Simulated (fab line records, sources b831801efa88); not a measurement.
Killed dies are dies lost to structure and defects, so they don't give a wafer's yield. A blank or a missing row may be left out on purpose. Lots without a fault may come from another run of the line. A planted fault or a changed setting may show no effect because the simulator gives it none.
A struck lot beside a sound one | flow sky130 | 24 steps out of a route of 708
Sound: wafers L909.1, L909.4, L909.5. Struck: wafers L916.1, L916.4, L916.5. The cause comes at the end.
At each step with rows: each side's tool, then ch and its chambers, then its first start. Under that, the readings that differ: sound wafers | struck wafers | difference of the means | sigmas: that difference in standard deviations of wafers without a fault.
alike: readings whose means differ by less than 2 such deviations, and words and numbers that are the same on both sides. not compared: withheld readings, readings that some wafer has no value for, bounds like >300 that may hide the same value, and numbers for which the record gives no deviation and whose values overlap.
The two part at a step that has a row with sigmas, a row that says differs or no value, or rows on one side only. Numbers that don't overlap but have no deviation are shown without sigmas and don't part them. A reading that every wafer of one side lacks parts them only if that side has two wafers or more.

SKY_METAL3_METAL_ETCH_18: etches the open film in Cl2/BCl3, stops on SiO2, target depth 845 nm, time 183.1 s.
  sound on rie_metal-01 ch 0,1, day 41 08:49; struck on rie_metal-01 ch 0, day 43 00:51
  alike: drypump_motor_current_A, oes_product_au, throttle_valve_pct
  not compared: rf_hours_counter_h
SKY_METAL3_STRIP_19: strips in O2/N2.
  sound on plasma_asher-03 ch 0,1, day 41 08:59; struck on plasma_asher-01 ch 0,1, day 43 01:02
  alike: drypump_motor_current_A, o2_flow_sccm, oes_product_au, strip_time_to_endpoint_s
  not compared: rf_hours_counter_h
then, 4 steps without rows for these wafers: SKY_METAL3_STRIP_20 (strips in post etch residue remover, time 1200 s); SKY_METAL3_CLEAN_21 (cleans in IPA, time 180 s); SKY_METAL3_CLEAN_22 (cleans in O3/DIW); SKY_VIA3_HDPCVD_00 (deposits SiO2, target thk 1635 nm, time 272.5 s).
SKY_VIA3_THK_MEAS_01:
  sound on film_metro-01, day 41 09:52; struck on film_metro-01, day 43 01:55
  alike: VIA3_HDPCVD_THK
SKY_VIA3_CMP_02: polishes SiO2.
  sound on cmp-02 ch 0,1,2, day 41 09:58; struck on cmp-01 ch 0,2,3, day 43 02:04
  alike: motor_current_A, platen_rpm, retaining_ring_pressure_frac
SKY_VIA3_BOW_MEAS_03:
  sound on film_metro-04, day 41 10:14; struck on film_metro-04, day 43 02:16
  alike: VIA3_BOW
then, 3 steps without rows for these wafers: SKY_VIA3_DEHYDRATE_04 (time 60 s); SKY_VIA3_HMDS_05 (prime time 60 s); SKY_VIA3_COAT_06 (resist thk 60 nm).
SKY_VIA3_COAT_07: resist thk 450 nm.
  sound on litho_track-03 ch 0, day 41 22:00; struck on litho_track-01 ch 0, day 43 12:00
  reading                                     | sound                | struck               | difference | sigmas
  spin_speed_rpm (rpm)                        | 3000.1 3001.0 3000.7 | 3106.8 3110.2 3106.3 | +107.2     | +43
  model.KrF-thick_of_VIA3_COAT_07.thk_nm (nm) | 452.1 450.1 450.8    | 440.4 440.5 440.6    | -10.5      |
  alike: exhaust_pa
then, 4 steps without rows for these wafers: SKY_VIA3_SOFTBAKE_08 (time 90 s); SKY_VIA3_EXPOSE_09 (exposes mask VIM3, target cd 200 nm); SKY_VIA3_PEB_10; SKY_VIA3_DEVELOP_11 (develop time 60 s).
SKY_VIA3_CD_MEAS_12: target cd 200 nm.
  sound on cd_sem-01, day 42 09:39; struck on cd_sem-02, day 44 01:58
  reading    | sound             | struck            | difference | sigmas
  cd_nm (nm) | 200.8 202.0 201.3 | 198.1 196.3 196.9 | -4.3       | -3
SKY_VIA3_OVL_MEAS_13:
  sound on overlay-01, day 42 09:46; struck on overlay-01, day 44 02:05
  alike: VIA3_OVL
SKY_VIA3_ETCH_14: etches BARC in N2/H2, stops on SiO2, time 45.9 s, target depth 60 nm.
  sound on rie_diel-01 ch 0,1,3, day 42 09:49; struck on rie_diel-03 ch 1,3, day 44 02:07
  alike: drypump_motor_current_A, oes_product_au, throttle_valve_pct
  not compared: rf_hours_counter_h
SKY_VIA3_ETCH_15: etches SiO2 in C4F8/O2/Ar, stops on TiN, target depth 507 nm, time 78 s.
  sound on rie_diel-01 ch 0,1,3, day 42 09:51; struck on rie_diel-03 ch 1,3, day 44 02:10
  reading                                     | sound             | struck          | difference | sigmas
  model.KrF-thick_of_VIA3_COAT_07.thk_nm (nm) | 294.6 289.8 291.6 | 280 281.1 281.7 | -11        |
  alike: oes_product_au
  not compared: rf_hours_counter_h
SKY_VIA3_STRIP_16: strips in O2/N2.
  sound on plasma_asher-01 ch 1, day 42 09:55; struck on plasma_asher-02 ch 0,1, day 44 02:13
  reading                      | sound             | struck            | difference | sigmas
  oes_product_au (a.u.)        | 0.404 0.415 0.412 | 0.398 0.400 0.400 | -0.011     | -2
  strip_time_to_endpoint_s (s) | 4.170 4.117 4.130 | 4.008 4.025 4.026 | -0.119     | -5
  alike: drypump_motor_current_A, o2_flow_sccm
  not compared: rf_hours_counter_h
then, 2 steps without rows for these wafers: SKY_VIA3_STRIP_17 (strips in post etch residue remover, time 1200 s); SKY_PAD_OPEN_PROBE_99.

WHERE THEY PART
First at SKY_VIA3_COAT_07; last, within this record, at SKY_VIA3_STRIP_16.

WHY: what the simulator had put in
Process parameter drift: litho_track-01, from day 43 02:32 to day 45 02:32, at SKY_VIA3_COAT_07. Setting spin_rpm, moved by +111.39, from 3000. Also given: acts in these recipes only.
